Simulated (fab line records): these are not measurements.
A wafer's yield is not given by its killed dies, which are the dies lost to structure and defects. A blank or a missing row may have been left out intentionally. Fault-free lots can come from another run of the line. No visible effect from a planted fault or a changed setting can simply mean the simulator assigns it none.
Which tool is to blame? | flow gf180mcu | 42 wafers from 14 lots sampled at 3 of the route's 602 steps

== WHAT THE GAUGES SHOWED, per wafer ==
GF_HV_LDD_TW_MEAS_38.
lot  | measured     | on           | HV_LDD_3_TW
L792 | day 11 13:23 | filmMetro-01 | 1434 1435 1439
L793 | day 11 18:05 | filmMetro-03 | 1409 1401 1411
L795 | day 12 12:16 | filmMetro-03 | 1408 1417 1422
L796 | day 12 20:33 | filmMetro-03 | 1420 1416 1423
L798 | day 13 13:04 | filmMetro-03 | 1410 1408 1405
L799 | day 13 20:29 | filmMetro-03 | 1409 1408 1399
L800 | day 14 03:16 | filmMetro-02 | 1443 1443 1440
L801 | day 14 09:13 | filmMetro-01 | 1437 1438 1429
L802 | day 14 23:22 | filmMetro-02 | 1438 1446 1441
L803 | day 15 02:35 | filmMetro-03 | 1414 1412 1414
L806 | day 16 08:55 | filmMetro-01 | 1435 1435 1437
L807 | day 16 15:25 | filmMetro-03 | 1409 1410 1407
L810 | day 17 16:05 | filmMetro-01 | 1435 1436 1427
L813 | day 18 10:02 | filmMetro-01 | 1432 1414 1426

== WHICH TOOL RAN EACH LOT (tool, then ch and the chambers of the sampled wafers, then the start) ==
lot  | GF_STI_WET_ETCH_26            | GF_MVPSD_STRIP_10
L792 | wetBench-02 ch 3, day 2 04:08 | plasmaAsher-01 ch 0,1, day 5 01:47
L793 | wetBench-03 ch 3, day 2 09:14 | plasmaAsher-02 ch 0, day 5 06:25
L795 | wetBench-02 ch 1, day 2 19:08 | plasmaAsher-02 ch 0,1, day 5 17:15
L796 | wetBench-02 ch 3, day 3 00:08 | plasmaAsher-01 ch 0,1, day 5 23:56
L798 | wetBench-02 ch 2, day 3 10:35 | plasmaAsher-04 ch 0,1, day 6 11:56
L799 | wetBench-04 ch 2, day 3 16:01 | plasmaAsher-04 ch 0,1, day 6 16:41
L800 | wetBench-02 ch 1, day 3 20:34 | plasmaAsher-01 ch 0,1, day 7 00:29
L801 | wetBench-02 ch 1, day 4 01:36 | plasmaAsher-02 ch 0,1, day 7 05:29
L802 | wetBench-04 ch 3, day 4 07:46 | plasmaAsher-02 ch 0,1, day 7 14:46
L803 | wetBench-02 ch 3, day 4 12:34 | plasmaAsher-02 ch 0,1, day 7 18:52
L806 | wetBench-02 ch 3, day 5 05:01 | plasmaAsher-04 ch 0,1, day 8 16:26
L807 | wetBench-02 ch 3, day 5 10:07 | plasmaAsher-02 ch 0,1, day 8 19:23
L810 | wetBench-02 ch 0, day 6 02:11 | plasmaAsher-02 ch 0,1, day 9 14:32
L813 | wetBench-04 ch 3, day 6 16:00 | plasmaAsher-01 ch 0,1, day 10 06:29
- GF_STI_WET_ETCH_26: etches SiO2 in dHF, target depth 94 nm, time 188 s.
- GF_MVPSD_STRIP_10: strips in O2/N2.

== WHAT THE TOOLS THEMSELVES READ (means of the sampled wafers that have a number; where no wafer has one, the mark that the record gives instead) ==
GF_STI_WET_ETCH_26.
lot  | tool        | runLengthS (s)
L792 | wetBench-02 | 214.7
L793 | wetBench-03 | 212.7
L795 | wetBench-02 | 221.0
L796 | wetBench-02 | 213.9
L798 | wetBench-02 | 213.5
L799 | wetBench-04 | 218.9
L800 | wetBench-02 | 214.6
L801 | wetBench-02 | 221.0
L802 | wetBench-04 | 214.2
L803 | wetBench-02 | 214.5
L806 | wetBench-02 | 154.8
L807 | wetBench-02 | 153.8
L810 | wetBench-02 | 158.6
L813 | wetBench-04 | 215.8

GF_MVPSD_STRIP_10.
lot  | tool           | drypumpMotorCurrentA (A) | heaterPowerW (W) | oesProductAu (a.u.) | stripTimeToEndpointS (s)
L792 | plasmaAsher-01 | 5.8                      | 364              | 0.722               | 36.65
L793 | plasmaAsher-02 | 6.2                      | 304              | 0.721               | 36.71
L795 | plasmaAsher-02 | 5.6                      | 328              | 0.719               | 36.60
L796 | plasmaAsher-01 | 5.8                      | 350              | 0.723               | 36.56
L798 | plasmaAsher-04 | 5.5                      | 340              | 0.721               | 36.64
L799 | plasmaAsher-04 | 5.5                      | 339              | 0.720               | 36.76
L800 | plasmaAsher-01 | 5.8                      | 349              | 0.722               | 36.78
L801 | plasmaAsher-02 | 5.7                      | 329              | 0.728               | 36.79
L802 | plasmaAsher-02 | 5.7                      | 330              | 0.721               | 36.67
L803 | plasmaAsher-02 | 5.9                      | 315              | 0.725               | 36.83
L806 | plasmaAsher-04 | 5.5                      | 340              | 0.722               | 36.75
L807 | plasmaAsher-02 | 5.6                      | 327              | 0.719               | 36.88
L810 | plasmaAsher-02 | 5.6                      | 321              | 0.722               | 36.84
L813 | plasmaAsher-01 | 5.8                      | 349              | 0.719               | 36.94

== THE ANSWER, worked out from the rows above alone ==
Rule: the lots themselves supply what counts as usual. The widest of any qualifying gaps counts: lots, ordered by their means at a reading, are off when they make up no more than a third of the lots, leave a main group of 4 or more, and stand apart from it by 3 or more times the standard deviation of that group's means. Not used: any main group whose means are identical at the precision the tables above print for the reading. Also off: a lot with no number at a reading for which 4 or more lots have one. Any other lot the step has rows for is counted as sound. The gauges are gone through in route order, then the tools' own readings, and for those a lot's mean is taken as printed above. At the first step where some lot is off, the reading lying furthest off is the one used; lots without a number count as furthest.
Off: L806, L807, L810 (GF_STI_WET_ETCH_26, runLengthS). Main group: mean 215.9 s, sd 2.8.
If a tool, at that step or one of the process steps before it, ran each lot that is off and ran no sound lot following the first of them, it fits. One candidate fits, namely wetBench-02 at GF_STI_WET_ETCH_26. A fault onset in the window from L803 (day 4 12:34, its last sound lot) to L806 (day 5 05:01, its first lot off) fits.
On the lots that are off, the tool's own readings at GF_STI_WET_ETCH_26 differ by more than 5 times the standard deviation of the sound lots' means, which bears it out; runLengthS reads 155.7 s there versus 215.9 s on the sound lots.

== WHAT WAS PUT IN BY THE SIMULATOR ==
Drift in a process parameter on wetBench-02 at GF_STI_WET_ETCH_26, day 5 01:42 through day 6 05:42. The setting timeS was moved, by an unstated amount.
Struck lots among those shown: L806, L807, L810. The same result came from the rule above.
